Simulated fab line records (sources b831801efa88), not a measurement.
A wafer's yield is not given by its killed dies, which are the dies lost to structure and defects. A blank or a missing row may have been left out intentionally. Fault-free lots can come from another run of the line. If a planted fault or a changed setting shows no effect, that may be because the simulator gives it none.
The tool behind it: which one? | flow sfq line | 11 lots, 33 wafers sampled, at 4 steps of a route of 325

== WHAT THE GAUGES SHOWED, per wafer ==
SFQ_I0_OVL_MEAS_908. Usual: I0_OVL gives 1 nm (standard deviation 6).
lot  | measured     | on         | I0_OVL (nm) | flag
L577 | day 16 15:44 | overlay-01 | 4 -1 -3     |
L578 | day 16 20:16 | overlay-02 | -9 3 11     |
L582 | day 17 03:28 | overlay-01 | -10 -3 -3   |
L583 | day 17 04:41 | overlay-01 | 5 4 6       |
L586 | day 17 11:52 | overlay-02 | -6 0 -12    |
L593 | day 19 17:25 | overlay-02 | 5 5 -1      |
L594 | day 19 21:06 | overlay-01 | -8 -6 5     |
L595 | day 19 22:17 | overlay-01 | -8 -7 -8    |
L598 | day 28 10:04 | overlay-02 | 9 3 10      |
L599 | day 28 12:28 | overlay-02 | -1 -1 -3    |
L600 | day 28 20:59 | overlay-02 | 8 7 12      |

SFQ_M2_RS_MEAS_914: the measuring method here is four-point-probe. Usual: M2_NB_RS gives 0.886 ohm/sq (standard deviation 0.0087).
lot  | measured     | on            | M2_NB_RS (ohm/sq) | flag
L577 | day 24 22:19 | film metro-02 | 0.888 0.886 0.874 |
L578 | day 25 01:19 | film metro-03 | 0.885 0.885 0.884 |
L582 | day 25 07:53 | film metro-03 | 0.880 0.882 0.895 |
L583 | day 25 10:20 | film metro-02 | 0.881 0.875 0.895 |
L586 | day 25 15:04 | film metro-03 | 0.883 0.885 0.880 |
L593 | day 26 21:12 | film metro-02 | 0.881 0.881 0.890 |
L594 | day 26 22:25 | film metro-02 | 0.887 0.877 0.888 |
L595 | day 27 00:21 | film metro-03 | 0.897 0.898 0.906 |
L598 | day 40 00:26 | film metro-04 | 0.893 0.894 0.899 |
L599 | day 40 04:51 | film metro-03 | 0.885 0.901 0.895 |
L600 | day 40 16:13 | film metro-03 | 0.889 0.882 0.891 |

SFQ_I2_BOW_MEAS_917. Usual: I2_BOW gives 3 um (standard deviation 9.5).
lot  | measured     | on            | I2_BOW (um) | flag
L577 | day 32 08:35 | film metro-03 | 2 -4 -2     |
L578 | day 32 11:03 | film metro-04 | -9 -7 -5    |
L582 | day 32 19:22 | film metro-04 | 10 12 5     |
L583 | day 32 20:59 | film metro-03 | 3 20 7      |
L586 | day 33 02:00 | film metro-01 | 7 1 1       |
L593 | day 34 07:12 | film metro-01 | -3 -5 -8    |
L594 | day 34 10:13 | film metro-03 | 3 -2 -16    |
L595 | day 34 13:12 | film metro-03 | -4 10 4     |
L598 | day 42 23:27 | film metro-04 | -4 3 -5     |
L599 | day 43 10:10 | film metro-01 | -13 -14 -17 |
L600 | day 44 10:08 | film metro-03 | 0 9 -4      |

== EACH LOT AND THE TOOL THAT RAN IT (in order: tool; ch and the chambers of the sampled wafers; start) ==
lot  | SFQ_TRILAYER_I2_CMP_CMP_064
L577 | cmp-01 ch 0,1,3, day 32 05:34
L578 | cmp-02 ch 0,1, day 32 08:31
L582 | cmp-01 ch 0,1,3, day 32 16:22
L583 | cmp-02 ch 0,3, day 32 17:55
L586 | cmp-01 ch 1,2,3, day 33 00:30
L593 | cmp-02 ch 0,2, day 34 04:12
L594 | cmp-02 ch 0,1,2, day 34 07:12
L595 | cmp-02 ch 1,2, day 34 10:12
L598 | cmp-02 ch 0,2,3, day 42 20:26
L599 | cmp-01 ch 0,1,2, day 43 08:08
L600 | cmp-01 ch 0,1,2, day 44 07:38
- SFQ_TRILAYER_I2_CMP_CMP_064: polishes SiO2.

== WHAT THE TOOLS THEMSELVES READ (means of the sampled wafers that have a number; where no wafer has one, the mark that the record gives instead) ==
SFQ_TRILAYER_I2_CMP_CMP_064. Usual: motor current A 10.0 A, standard deviation 0.99; time to endpoint s 218 s, standard deviation 9.4.
lot  | tool   | motor current A (A) | time to endpoint s (s) | flag
L577 | cmp-01 | 10.4                | 220                    |
L578 | cmp-02 | 9.6                 | 216                    |
L582 | cmp-01 | 10.3                | 211                    |
L583 | cmp-02 | 10.8                | 230                    |
L586 | cmp-01 | 10.2                | 246                    |
L593 | cmp-02 | 9.6                 | 227                    |
L594 | cmp-02 | 9.0                 | 221                    |
L595 | cmp-02 | 8.5                 | 219                    |
L598 | cmp-02 | 10.5                | 220                    |
L599 | cmp-01 | 10.4                | 215                    |
L600 | cmp-01 | 11.0                | 222                    |

== THE ANSWER, worked out from the rows above alone ==
Rule: lot off if the mean of its wafers having a number is beyond 3 standard deviations from the usual mean. A lot without any number at a reading at which 4 lots or more have one is off too. Any other lot the step has rows for is counted as sound. Order of review: gauges by route order, followed by the tools' own readings, for which a lot's mean as printed above is used. At the first step where some lot is off, the reading lying furthest off is the one used; lots without a number count as furthest.
No lot is off at any reading shown: from this, nothing can be told.

== WHAT WAS PUT IN BY THE SIMULATOR ==
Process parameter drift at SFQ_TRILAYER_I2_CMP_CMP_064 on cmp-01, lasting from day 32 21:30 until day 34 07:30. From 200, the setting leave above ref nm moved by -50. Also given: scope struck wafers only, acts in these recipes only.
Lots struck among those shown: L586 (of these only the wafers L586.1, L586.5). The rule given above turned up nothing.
